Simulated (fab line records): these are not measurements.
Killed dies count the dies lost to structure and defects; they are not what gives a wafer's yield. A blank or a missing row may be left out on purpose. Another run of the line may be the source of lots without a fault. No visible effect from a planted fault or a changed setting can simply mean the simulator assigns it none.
fab line records    flow sky130
record lots=7  wafers=21  last-day=50
route steps=708 shown SONOS_TUNNEL@156 SONOS_ONO@168 PAD_OPEN@708
lots that met no fault: from a run of the same line without faults
start-h: start of the lot's first displayed wafer, in hours after the record's first day    wait-h: hours elapsed since this lot's preceding step    " the same as in the row above    L1.1+2: several wafers, shown together as one row    - no value, or no start given    * or withheld: withheld    < > ~ a bound
route shown NAME@n: NAME is a module with steps in the file, n the number in the route of the first one    usual: mean/standard deviation taken from wafers without a fault    same: alike in all rows    chamber/n: place in a boat    sites: each site's reading    _std_site: their standard deviation    _edge_site: outer sites' mean less inner sites'    radius-mm: for every site, how far away it sits from the centre of the wafer    mask NAME#n: copy n    behind: the last tool/chamber to shape the wafer    hold: why the lot went on hold/how many hours it stayed there/how the hold came to an end    device: which transistor (n, p or np) failed to switch    end of line: tests of these same wafers at the route's end    a step with no rows: only its recipe    killed: the dies lost at the first sort to structure and to defects; this is not the yield of the wafer    map: per-die view of a wafer (x killed, . not killed, _ where there is no die)
set.NAME: the run value of the setting; set.NAME@STEP: its run value at that earlier step    model.NAME: the simulator's own value behind a step, which no gauge read
lots seen at some steps along the route; tables by step, rows by wafer
services: from which hour (start-h, from the record's first day; less than 0 if before it) a tool's chamber was out of use, for how many hours, and why
## steps
# step SKY_SONOS_TUNNEL_COAT_02
# recipe resist=NOVOLAK  spin-rpm=3000  resist-thk-nm=1140
# step SKY_SONOS_TUNNEL_SOFTBAKE_03
# recipe temp-c=90  time-s=60  resist=NOVOLAK
# step SKY_SONOS_TUNNEL_EXPOSE_04
# recipe mask-id=TUNM  na=0.6  source-shape=conventional  sigma-outer=0.6  polarization=unpolarized  target-cd-nm=410  dose-mj=136
# step SKY_SONOS_TUNNEL_PEB_05
# recipe temp-c=withheld  time-s=*  resist=NOVOLAK
# step SKY_SONOS_TUNNEL_DEVELOP_06
# recipe resist=NOVOLAK  developer=TMAH  develop-time-s=60  dev-temp-c=23
# step SKY_SONOS_TUNNEL_CD_MEAS_07
# recipe target-cd-nm=410
# usual cd-nm=410.7/2.5
lot.wafer  tool       chamber  start-h  wait-h  cd-nm
L870.2     cd-sem-02  -        268.59   0.1     410.2
L870.5     "          -        "        "       407.0
L870.6     "          -        "        "       408.8
L871.3     cd-sem-02  -        274.36   0.1     410.1
L871.4     "          -        "        "       414.0
L871.6     "          -        "        "       411.6
L872.1     cd-sem-01  -        274.42   0.1     409.1
L872.3     "          -        "        "       410.8
L872.4     "          -        "        "       409.6
L873.3     cd-sem-01  -        294.56   0.1     408.7
L873.5     "          -        "        "       409.0
L873.6     "          -        "        "       409.7
L885.3     cd-sem-01  -        389.86   0.1     411.5
L885.4     "          -        "        "       410.1
L885.5     "          -        "        "       412.2
L886.1     cd-sem-02  -        395.02   0.1     408.5
L886.3     "          -        "        "       408.7
L886.6     "          -        "        "       407.9
L890.2     cd-sem-02  -        421.57   0.1     412.3
L890.4     "          -        "        "       410.8
L890.5     "          -        "        "       411.5
# step SKY_SONOS_TUNNEL_OVL_MEAS_08
# usual SONOS_TUNNEL_OVL=0.4/1.3
lot.wafer  tool        chamber  start-h  wait-h  SONOS_TUNNEL_OVL[nm]
L870.2     overlay-01  -        268.69   0.1     0.1
L870.5     "           -        "        "       -0.3
L870.6     "           -        "        "       1.8
L871.3     overlay-02  -        274.45   0.1     -0.7
L871.4     "           -        "        "       1.5
L871.6     "           -        "        "       1.8
L872.1     overlay-01  -        274.54   0.1     1.2
L872.3     "           -        "        "       0.0
L872.4     "           -        "        "       -2.0
L873.3     overlay-02  -        294.65   0.1     -0.3
L873.5     "           -        "        "       -0.9
L873.6     "           -        "        "       0.6
L885.3     overlay-01  -        389.95   0.1     2.7
L885.4     "           -        "        "       1.5
L885.5     "           -        "        "       3.2
L886.1     overlay-02  -        395.14   0.1     -0.7
L886.3     "           -        "        "       0.0
L886.6     "           -        "        "       0.2
L890.2     overlay-01  -        421.68   0.1     -0.9
L890.4     "           -        "        "       -1.9
L890.5     "           -        "        "       -0.4
# step SKY_SONOS_TUNNEL_IMPLANT_09
# recipe species=B  energy-kev=20.29  dose-cm2=1e+12  tilt-deg=withheld
# step SKY_SONOS_TUNNEL_WET_ETCH_10
# recipe chemistry=dHF  target-depth-nm=14  target=SiO2  dilution=100:1  temp-c=25  time-s=280
# step SKY_SONOS_TUNNEL_STRIP_11
# recipe chemistry=SPM  time-s=600  temp-c=130
# step SKY_SONOS_TUNNEL_TW_MEAS_12
# usual SONOS_TUNNEL_TW=198.7/1.3
lot.wafer  tool           chamber  start-h  wait-h  SONOS_TUNNEL_TW
L870.2     film-metro-03  -        269.15   0.0     197.2
L870.5     "              -        "        "       196.7
L870.6     "              -        "        "       197.4
L871.3     film-metro-01  -        274.91   0.0     196.8
L871.4     "              -        "        "       196.8
L871.6     "              -        "        "       195.6
L872.1     film-metro-03  -        274.99   0.0     196.0
L872.3     "              -        "        "       196.8
L872.4     "              -        "        "       195.9
L873.3     film-metro-03  -        295.12   0.0     198.7
L873.5     "              -        "        "       197.9
L873.6     "              -        "        "       198.4
L885.3     film-metro-01  -        390.44   0.0     199.2
L885.4     "              -        "        "       200.0
L885.5     "              -        "        "       199.8
L886.1     film-metro-04  -        395.79   0.0     200.2
L886.3     "              -        "        "       200.4
L886.6     "              -        "        "       200.9
L890.2     film-metro-01  -        422.15   0.0     197.9
L890.4     "              -        "        "       197.7
L890.5     "              -        "        "       199.0
# step SKY_SONOS_TUNNEL_CLEAN_13
# recipe chemistry=dHF  time-s=20  dilution=100:1  dry=ipa-marangoni
# step SKY_SONOS_ONO_OXIDATION_00
# recipe temp-c=800  ambient=O2  idle-temp-c=700  ramp-up-c-per-min=10  ramp-down-c-per-min=3  stabilise-s=600  purge-s=300  target-thk-a=26  ox-time-s=1249
lot.wafer  tool        chamber  start-h  wait-h  model.SiO2_of_SONOS_ONO_OXIDATION_00.thk-nm
L870.2     furnace-01  0        270.18   1.0     2.778
L870.5     "           0        "        "       2.761
L870.6     "           0        "        "       2.716
L871.3     furnace-02  0        275.88   0.9     3.415
L871.4     "           0        "        "       3.432
L871.6     "           0        "        "       3.426
L872.1     furnace-02  0        275.88   0.8     3.521
L872.3     "           0        "        "       3.488
L872.4     "           0        "        "       3.473
L873.3     furnace-02  0        295.76   0.6     3.476
L873.5     "           0        "        "       3.428
L873.6     "           0        "        "       3.514
L885.3     furnace-02  0        392.74   2.2     2.598
L885.4     "           0        "        "       2.592
L885.5     "           0        "        "       2.581
L886.1     furnace-02  0        397.13   1.3     2.529
L886.3     "           0        "        "       2.554
L886.6     "           0        "        "       2.548
L890.2     furnace-02  0        422.21   0.0     2.609
L890.4     "           0        "        "       2.636
L890.5     "           0        "        "       2.541
# step SKY_SONOS_ONO_THK_MEAS_01
# recipe reads=SiO2_of_SONOS_ONO_OXIDATION_00
# usual SONOS_ONO_OXIDATION_THK=2.62/0.067
lot.wafer  tool           chamber  start-h  wait-h  SONOS_ONO_OXIDATION_THK[nm]
L870.2     film-metro-02  -        271.54   0.0     2.80
L870.5     "              -        "        "       2.76
L870.6     "              -        "        "       2.72
L872.1     film-metro-04  -        277.22   0.0     3.55
L872.3     "              -        "        "       3.49
L872.4     "              -        "        "       3.47
L871.3     film-metro-02  -        277.24   0.0     3.49
L871.4     "              -        "        "       3.43
L871.6     "              -        "        "       3.48
L873.3     film-metro-03  -        297.12   0.0     3.50
L873.5     "              -        "        "       3.41
L873.6     "              -        "        "       3.55
L885.3     film-metro-03  -        394.10   0.0     2.60
L885.4     "              -        "        "       2.60
L885.5     "              -        "        "       2.57
L886.1     film-metro-02  -        398.48   0.0     2.56
L886.3     "              -        "        "       2.57
L886.6     "              -        "        "       2.53
L890.2     film-metro-03  -        423.57   0.0     2.62
L890.4     "              -        "        "       2.67
L890.5     "              -        "        "       2.52
# step SKY_SONOS_ONO_CVD_02
# recipe material=Si3N4  precursor=DCS/NH3  target-thk-nm=10.5  temp-c=770  time-s=180  pressure-mtorr=250
# step SKY_PAD_OPEN_PROBE_99
lot.wafer  tool       chamber  start-h  wait-h  model.etest.sonos-erased.drive-ua-um  model.etest.sonos-uncharged.r-on-ohm-um  model.etest.sonos-erased.vt-v  model.etest.cap-ono.gate-log10-a-cm2  model.etest.sonos-programmed.off-log10-a-um  model.etest.cap-ono.gate-bv-v  model.etest.cap-ono.tox-acc-nm  model.etest.sonos-programmed.vt-v
L870.6     prober-01  -        1090.83  0.2     162.9                                 813.7                                    -2.181                         -8.136                                -13.81                                       16.61                          13.05                           1.407
L872.1     prober-02  -        1102.77  0.1     20.35                                 863.5                                    -0.3926                        -9.368                                -12.82                                       17.75                          13.94                           0.8674
L872.3     prober-02  -        1102.87  0.2     18.73                                 852.7                                    -0.3496                        -9.416                                -12.05                                       17.9                           14.08                           0.7871
L873.3     prober-02  -        1111.00  0.2     21.68                                 841.2                                    -0.3946                        -9.051                                -13.61                                       17.63                          13.73                           1.064
L873.6     prober-02  -        1111.15  0.2     22.5                                  832                                      -0.3997                        -8.952                                -13.23                                       16.7                           13.64                           1.032
L885.3     prober-02  -        1186.47  0.2     170.6                                 810.4                                    -2.234                         -8.118                                -13.92                                       16.18                          13                              1.43
L886.1     prober-01  -        1187.27  0.1     183                                   823.2                                    -2.328                         -7.923                                -14.05                                       16.35                          12.82                           1.478
L886.3     prober-01  -        1187.37  0.2     164                                   817                                      -2.264                         -8.013                                -13.82                                       16.56                          12.96                           1.41
L890.2     prober-01  -        1197.24  0.1     175.6                                 805                                      -2.196                         -8.232                                -13.94                                       16.14                          13.16                           1.323
L890.4     prober-01  -        1197.34  0.2     194.6                                 807.8                                    -2.215                         -8.257                                -14.01                                       17.01                          13.14                           1.309
L890.5     prober-01  -        1197.39  0.2     172.9                                 804.3                                    -2.221                         -8.252                                -13.98                                       16.61                          13.13                           1.288
# killed by level:class
L870.6 VIA1:geometric-particle:open=10 FIELD_ISO:geometric-particle:open=7 CONTACT:geometric-particle:open=6 LI_CONTACT:geometric-particle:open=6 METAL1:geometric-particle:short=6 VIA3:geometric-particle:open=6 VIA2:geometric-particle:open=4 FIELD_ISO:geometric-particle:short=3
L885.3 LI_CONTACT:geometric-particle:open=9 VIA3:geometric-particle:open=9 CONTACT:geometric-particle:open=8 VIA1:geometric-particle:open=8 LOCAL_INTERCONNECT:geometric-particle:short=5 METAL1:geometric-particle:short=5 VIA1:geometric-particle:short=5 METAL2:geometric-particle:short=5
L886.1 VIA2:geometric-particle:open=12 METAL1:geometric-particle:short=9 LI_CONTACT:geometric-particle:open=7 VIA1:geometric-particle:short=6 VIA3:geometric-particle:open=6 VIA2:geometric-particle:short=5 METAL2:geometric-particle:short=5 VIA1:geometric-particle:open=4
L886.3 VIA2:geometric-particle:open=13 CONTACT:geometric-particle:short=10 CONTACT:geometric-particle:open=10 VIA1:geometric-particle:open=9 METAL1:geometric-particle:short=8 LOCAL_INTERCONNECT:geometric-particle:short=8 POLY_GATE:geometric-particle:open=5 LI_CONTACT:geometric-particle:short=5
L890.2 CONTACT:geometric-particle:open=13 VIA3:geometric-particle:open=11 VIA1:geometric-particle:open=9 METAL2:geometric-particle:short=7 METAL1:geometric-particle:short=7 LI_CONTACT:geometric-particle:open=5 VIA2:geometric-particle:open=5 VIA3:geometric-particle:short=5
L890.4 VIA1:geometric-particle:open=15 CONTACT:geometric-particle:short=9 FIELD_ISO:geometric-particle:short=8 VIA3:geometric-particle:open=8 METAL1:geometric-particle:short=7 VIA2:geometric-particle:open=6 METAL2:geometric-particle:short=5 LI_CONTACT:geometric-particle:open=4
L890.5 CONTACT:geometric-particle:open=13 FIELD_ISO:geometric-particle:open=7 VIA1:geometric-particle:open=7 METAL1:geometric-particle:short=7 LI_CONTACT:geometric-particle:open=7 LOCAL_INTERCONNECT:geometric-particle:short=5 POLY_GATE:geometric-particle:short=4 METAL2:geometric-particle:short=4
## services
tool        chamber  start-h  hours  kind
furnace-02  -        309.48   3.7    pm
furnace-02  -        317.53   3.9    pm
furnace-01  -        324.62   3.5    pm
furnace-02  -        378.57   1.3    repair
## key
first-sign step=SKY_SONOS_ONO_THK_MEAS_01  reading=SONOS_ONO_OXIDATION_THK  direction=up  sigmas=13  usual=2.62  struck=3.49
effect none on later readings
model-effect step=SKY_SONOS_ONO_OXIDATION_00  value=SiO2_of_SONOS_ONO_OXIDATION_00.thk-nm  without=2.637  struck=3.464
model-effect step=SKY_PAD_OPEN_PROBE_99  value=etest.sonos-erased.drive-ua-um  without=168.8  struck=20.81
met-at SKY_SONOS_ONO_OXIDATION_00
struck-wafers L871.3,L871.4,L871.6,L872.1,L872.3,L872.4,L873.3,L873.5,L873.6
sort-left-out L871.3,L871.4,L871.6,L872.1,L872.3,L872.4,L873.3,L873.5,L873.6
tester-left-out L871,L872,L873
fault kind=process-parameter-drift  tool=furnace-02  chamber=-  onset-h=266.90  steps=SKY_SONOS_ONO_OXIDATION_00  channel=ox-time-s  offset=*  shape=step  end-h=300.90  acts-in=*  stated=*
# tester-left-out: of these lots the tester's yield and bins aren't shown, on N5 and GAA mostly nor the transistor test; their killed dies are dies lost to structure and defects alone, not to doping, threshold or leakage, so they don't give the yield
# sort-left-out: the simulated sort isn't trusted on such a fault, so these wafers' sort isn't shown, and their yield isn't known
